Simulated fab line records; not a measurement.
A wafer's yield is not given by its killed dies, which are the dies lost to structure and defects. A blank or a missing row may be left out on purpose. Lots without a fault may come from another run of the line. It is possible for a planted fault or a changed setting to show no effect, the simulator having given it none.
fab line records :: flow sfq-line
[record]
  lots = 14
  wafers = 42
  last-day = 84
route steps=325 shown I7@307
lots that met no fault: from a run of the same line without faults
start-h: hours from the record's first day to the start of the lot's first wafer shown :: wait-h: hours since the lot's step before :: " unchanged from the row above :: L1.1+2: a single row standing in for several wafers :: - no value present, or no start provided :: * or withheld: withheld :: < > ~ a bound
route shown NAME@n: NAME is a module with steps in the file, n the number in the route of the first one :: usual: mean/standard deviation taken from wafers without a fault :: same: alike in all rows :: chamber/n: place in a boat :: sites: each site's reading :: _std_site: how widely they spread, as a standard deviation :: _edge_site: mean of outer sites minus mean of inner sites :: radius-mm: for every site, how far away it sits from the centre of the wafer :: mask NAME#n: copy n :: behind: tool/chamber where the wafer was last shaped :: hold: what put the lot on hold/how long, in hours/how the hold closed :: device: names the non-switching transistor (n, p or np) :: end of line: the tests these same wafers got at the end of their route :: a step without rows: its recipe alone :: killed: not the wafer's yield, but the dies lost to structure and defects at the first sort :: map: a wafer's dies, marking killed ones x, the rest . and places with no die _
set.NAME: the setting the step ran with; set.NAME@STEP: the setting that earlier step ran with :: model.NAME: the simulator's own value behind a step, which no gauge read
route steps across a sampled set of lots; one table per step, one row per wafer
services: from which hour (start-h, from the record's first day; less than 0 if before it) a tool's chamber was out of use, for how many hours, and why
[[steps]]
[step SFQ_TRILAYER_I7_VIA_BARC_OPEN_VIA_ETCH_260]
[recipe]
  mask-material = PR
  chemistry = O2
  target-depth-nm = 125
  target = BARC
  source-w = 500
  bias-w = 80
  pressure-mtorr = 30
  time-s = 41.7
[usual]
  bias-w = 80.02/0.21
  drypump-motor-current-A = 5.67/0.24
  oes-product-au = 0.685/0.0047
lot.wafer: L818.2
tool: rie-diel-01
chamber: 0
start-h: 1662.87
wait-h: 0.0
bias-w: 80.37
drypump-motor-current-A: 6.06
oes-product-au: 0.691
rf-hours-counter-h: 0

lot.wafer: L818.5
tool: rie-diel-01
chamber: 0
start-h: 1662.87
wait-h: 0.0
bias-w: 79.84
drypump-motor-current-A: 6.04
oes-product-au: 0.682
rf-hours-counter-h: -

lot.wafer: L818.6
tool: rie-diel-01
chamber: 3
start-h: 1662.87
wait-h: 0.0
bias-w: 80.07
drypump-motor-current-A: 5.88
oes-product-au: 0.693
rf-hours-counter-h: -

lot.wafer: L819.1
tool: rie-diel-01
chamber: 3
start-h: 1676.85
wait-h: 0.0
bias-w: 79.89
drypump-motor-current-A: 5.84
oes-product-au: 0.677
rf-hours-counter-h: 1

lot.wafer: L819.2
tool: rie-diel-01
chamber: 1
start-h: 1676.85
wait-h: 0.0
bias-w: 79.96
drypump-motor-current-A: 5.04
oes-product-au: 0.689
rf-hours-counter-h: 19

lot.wafer: L819.4
tool: rie-diel-01
chamber: 2
start-h: 1676.85
wait-h: 0.0
bias-w: 79.95
drypump-motor-current-A: 5.81
oes-product-au: 0.688
rf-hours-counter-h: 4

lot.wafer: L822.4
tool: rie-diel-04
chamber: 3
start-h: 1701.71
wait-h: 0.0
bias-w: 80.77
drypump-motor-current-A: 5.77
oes-product-au: 0.688
rf-hours-counter-h: 15

lot.wafer: L822.5
tool: rie-diel-04
chamber: 2
start-h: 1701.71
wait-h: 0.0
bias-w: 79.70
drypump-motor-current-A: 5.74
oes-product-au: 0.688
rf-hours-counter-h: -

lot.wafer: L822.6
tool: rie-diel-04
chamber: 3
start-h: 1701.71
wait-h: 0.0
bias-w: 80.25
drypump-motor-current-A: 5.77
oes-product-au: 0.684
rf-hours-counter-h: -

lot.wafer: L824.3
tool: rie-diel-03
chamber: 0
start-h: 1704.11
wait-h: 0.0
bias-w: 79.99
drypump-motor-current-A: 5.43
oes-product-au: 0.690
rf-hours-counter-h: 16

lot.wafer: L824.5
tool: rie-diel-03
chamber: 3
start-h: 1704.11
wait-h: 0.0
bias-w: 79.86
drypump-motor-current-A: 5.81
oes-product-au: 0.682
rf-hours-counter-h: -

lot.wafer: L824.6
tool: rie-diel-03
chamber: 2
start-h: 1704.11
wait-h: 0.0
bias-w: 79.89
drypump-motor-current-A: 5.76
oes-product-au: 0.683
rf-hours-counter-h: -

lot.wafer: L825.1
tool: rie-diel-04
chamber: 0
start-h: 1709.93
wait-h: 0.0
bias-w: 80.40
drypump-motor-current-A: 5.68
oes-product-au: 0.692
rf-hours-counter-h: 13

lot.wafer: L825.2
tool: rie-diel-04
chamber: 3
start-h: 1709.93
wait-h: 0.0
bias-w: 80.01
drypump-motor-current-A: 5.82
oes-product-au: 0.683
rf-hours-counter-h: 15

lot.wafer: L825.5
tool: rie-diel-04
chamber: 1
start-h: 1709.93
wait-h: 0.0
bias-w: 80.40
drypump-motor-current-A: 5.36
oes-product-au: 0.692
rf-hours-counter-h: -

lot.wafer: L826.2
tool: rie-diel-03
chamber: 0
start-h: 1717.09
wait-h: 0.0
bias-w: 80.02
drypump-motor-current-A: 5.45
oes-product-au: 0.688
rf-hours-counter-h: 16

lot.wafer: L826.3
tool: rie-diel-03
chamber: 1
start-h: 1717.09
wait-h: 0.0
bias-w: 79.88
drypump-motor-current-A: 5.62
oes-product-au: 0.683
rf-hours-counter-h: 18

lot.wafer: L826.6
tool: rie-diel-03
chamber: 3
start-h: 1717.09
wait-h: 0.0
bias-w: 80.11
drypump-motor-current-A: 5.82
oes-product-au: 0.685
rf-hours-counter-h: -

lot.wafer: L827.3
tool: rie-diel-04
chamber: 2
start-h: 1823.72
wait-h: 0.0
bias-w: 79.97
drypump-motor-current-A: 5.78
oes-product-au: 0.680
rf-hours-counter-h: 2

lot.wafer: L827.5
tool: rie-diel-04
chamber: 0
start-h: 1823.72
wait-h: 0.0
bias-w: 80.10
drypump-motor-current-A: 5.71
oes-product-au: 0.696
rf-hours-counter-h: -

lot.wafer: L827.6
tool: rie-diel-04
chamber: 3
start-h: 1823.72
wait-h: 0.0
bias-w: 79.64
drypump-motor-current-A: 5.83
oes-product-au: 0.684
rf-hours-counter-h: -

lot.wafer: L833.3
tool: rie-diel-03
chamber: 1
start-h: 1867.70
wait-h: 0.0
bias-w: 79.72
drypump-motor-current-A: 5.62
oes-product-au: 0.679
rf-hours-counter-h: 20

lot.wafer: L833.4
tool: rie-diel-03
chamber: 0
start-h: 1867.70
wait-h: 0.0
bias-w: 79.99
drypump-motor-current-A: 5.44
oes-product-au: 0.682
rf-hours-counter-h: 19

lot.wafer: L833.6
tool: rie-diel-03
chamber: 0
start-h: 1867.70
wait-h: 0.0
bias-w: 80.17
drypump-motor-current-A: 5.44
oes-product-au: 0.689
rf-hours-counter-h: -

lot.wafer: L834.1
tool: rie-diel-04
chamber: 3
start-h: 1892.99
wait-h: 0.0
bias-w: 71.41
drypump-motor-current-A: 5.79
oes-product-au: 0.693
rf-hours-counter-h: 18

lot.wafer: L834.3
tool: rie-diel-04
chamber: 0
start-h: 1892.99
wait-h: 0.0
bias-w: 71.30
drypump-motor-current-A: 5.73
oes-product-au: 0.685
rf-hours-counter-h: 15

lot.wafer: L834.5
tool: rie-diel-04
chamber: 2
start-h: 1892.99
wait-h: 0.0
bias-w: 71.48
drypump-motor-current-A: 5.79
oes-product-au: 0.684
rf-hours-counter-h: -

lot.wafer: L835.2
tool: rie-diel-04
chamber: 2
start-h: 1896.99
wait-h: 0.0
bias-w: 71.48
drypump-motor-current-A: 5.75
oes-product-au: 0.693
rf-hours-counter-h: 3

lot.wafer: L835.4
tool: rie-diel-04
chamber: 1
start-h: 1896.99
wait-h: 0.0
bias-w: 71.55
drypump-motor-current-A: 5.39
oes-product-au: 0.691
rf-hours-counter-h: 12

lot.wafer: L835.6
tool: rie-diel-04
chamber: 0
start-h: 1896.99
wait-h: 0.0
bias-w: 71.75
drypump-motor-current-A: 5.69
oes-product-au: 0.675
rf-hours-counter-h: -

lot.wafer: L837.4
tool: rie-diel-03
chamber: 0
start-h: 1932.38
wait-h: 0.0
bias-w: 80.13
drypump-motor-current-A: 5.44
oes-product-au: 0.686
rf-hours-counter-h: 20

lot.wafer: L837.5
tool: rie-diel-03
chamber: 1
start-h: 1932.38
wait-h: 0.0
bias-w: 79.91
drypump-motor-current-A: 5.63
oes-product-au: 0.695
rf-hours-counter-h: -

lot.wafer: L837.6
tool: rie-diel-03
chamber: 0
start-h: 1932.38
wait-h: 0.0
bias-w: 80.11
drypump-motor-current-A: 5.44
oes-product-au: 0.676
rf-hours-counter-h: -

lot.wafer: L839.2
tool: rie-diel-03
chamber: 0
start-h: 1937.92
wait-h: 0.0
bias-w: 80.11
drypump-motor-current-A: 5.43
oes-product-au: 0.680
rf-hours-counter-h: 20

lot.wafer: L839.4
tool: rie-diel-03
chamber: 1
start-h: 1937.92
wait-h: 0.0
bias-w: 80.20
drypump-motor-current-A: 5.64
oes-product-au: 0.694
rf-hours-counter-h: 22

lot.wafer: L839.5
tool: rie-diel-03
chamber: 2
start-h: 1937.92
wait-h: 0.0
bias-w: 79.67
drypump-motor-current-A: 5.75
oes-product-au: 0.690
rf-hours-counter-h: -

lot.wafer: L840.2
tool: rie-diel-01
chamber: 1
start-h: 1941.20
wait-h: 0.0
bias-w: 79.81
drypump-motor-current-A: 5.00
oes-product-au: 0.688
rf-hours-counter-h: 3

lot.wafer: L840.3
tool: rie-diel-01
chamber: 2
start-h: 1941.20
wait-h: 0.0
bias-w: 79.99
drypump-motor-current-A: 5.80
oes-product-au: 0.686
rf-hours-counter-h: 8

lot.wafer: L840.5
tool: rie-diel-01
chamber: 0
start-h: 1941.20
wait-h: 0.0
bias-w: 80.11
drypump-motor-current-A: 6.09
oes-product-au: 0.682
rf-hours-counter-h: -

lot.wafer: L841.1
tool: rie-diel-03
chamber: 2
start-h: 1944.60
wait-h: 0.0
bias-w: 80.06
drypump-motor-current-A: 5.75
oes-product-au: 0.674
rf-hours-counter-h: 22

lot.wafer: L841.4
tool: rie-diel-03
chamber: 1
start-h: 1944.60
wait-h: 0.0
bias-w: 79.96
drypump-motor-current-A: 5.63
oes-product-au: 0.684
rf-hours-counter-h: 22

lot.wafer: L841.5
tool: rie-diel-03
chamber: 2
start-h: 1944.60
wait-h: 0.0
bias-w: 79.68
drypump-motor-current-A: 5.75
oes-product-au: 0.687
rf-hours-counter-h: -
[[services]]
tool: rie-diel-04
chamber: 3
start-h: 1650.05
hours: 6.5
kind: repair

tool: rie-diel-04
chamber: 2
start-h: 1657.84
hours: -
kind: clean

tool: rie-diel-04
chamber: 2
start-h: 1657.84
hours: 17.0
kind: scheduled-down

tool: rie-diel-04
chamber: 2
start-h: 1657.84
hours: 17.0
kind: vent-cycle

tool: rie-diel-04
chamber: -
start-h: 1662.88
hours: 0.8
kind: repair

tool: rie-diel-01
chamber: -
start-h: 1705.12
hours: 14.6
kind: pm

tool: rie-diel-01
chamber: 1
start-h: 1719.72
hours: -
kind: clean

tool: rie-diel-01
chamber: 1
start-h: 1719.72
hours: 14.2
kind: scheduled-down

tool: rie-diel-01
chamber: 1
start-h: 1719.72
hours: 14.2
kind: vent-cycle

tool: rie-diel-03
chamber: -
start-h: 1772.71
hours: 0.2
kind: repair

tool: rie-diel-03
chamber: 3
start-h: 1788.68
hours: 19.7
kind: repair

tool: rie-diel-03
chamber: 1
start-h: 1794.92
hours: 3.2
kind: repair

tool: rie-diel-01
chamber: 3
start-h: 1819.92
hours: 7.2
kind: repair

tool: rie-diel-04
chamber: 3
start-h: 1861.62
hours: 6.1
kind: repair

tool: rie-diel-03
chamber: 1
start-h: 1870.11
hours: 7.6
kind: repair

tool: rie-diel-01
chamber: -
start-h: 1873.64
hours: 2.8
kind: pm

tool: rie-diel-03
chamber: 1
start-h: 1895.43
hours: 2.4
kind: repair

tool: rie-diel-04
chamber: 1
start-h: 1929.34
hours: 4.0
kind: repair

tool: rie-diel-03
chamber: 3
start-h: 1930.67
hours: 1.4
kind: repair

tool: rie-diel-04
chamber: 0
start-h: 1937.78
hours: 3.6
kind: repair
[[key]]
[first-sign]
  step = SFQ_TRILAYER_I7_VIA_BARC_OPEN_VIA_ETCH_260
  reading = bias-w
  direction = down
  sigmas = 40
  usual = 80.02
  struck = 71.50
effect none on later readings
met-at SFQ_TRILAYER_I7_VIA_BARC_OPEN_VIA_ETCH_260
struck-lots L834,L835
onset-between 1823.72 1892.99
[fault]
  kind = process-parameter-drift
  tool = rie-diel-04
  chamber = -
  onset-h = 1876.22
  steps = SFQ_TRILAYER_I7_VIA_BARC_OPEN_VIA_ETCH_260
  channel = bias-w
  offset = -8.5091
  shape = step
  end-h = 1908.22
  acts-in = these-recipes-only
  stated = 80
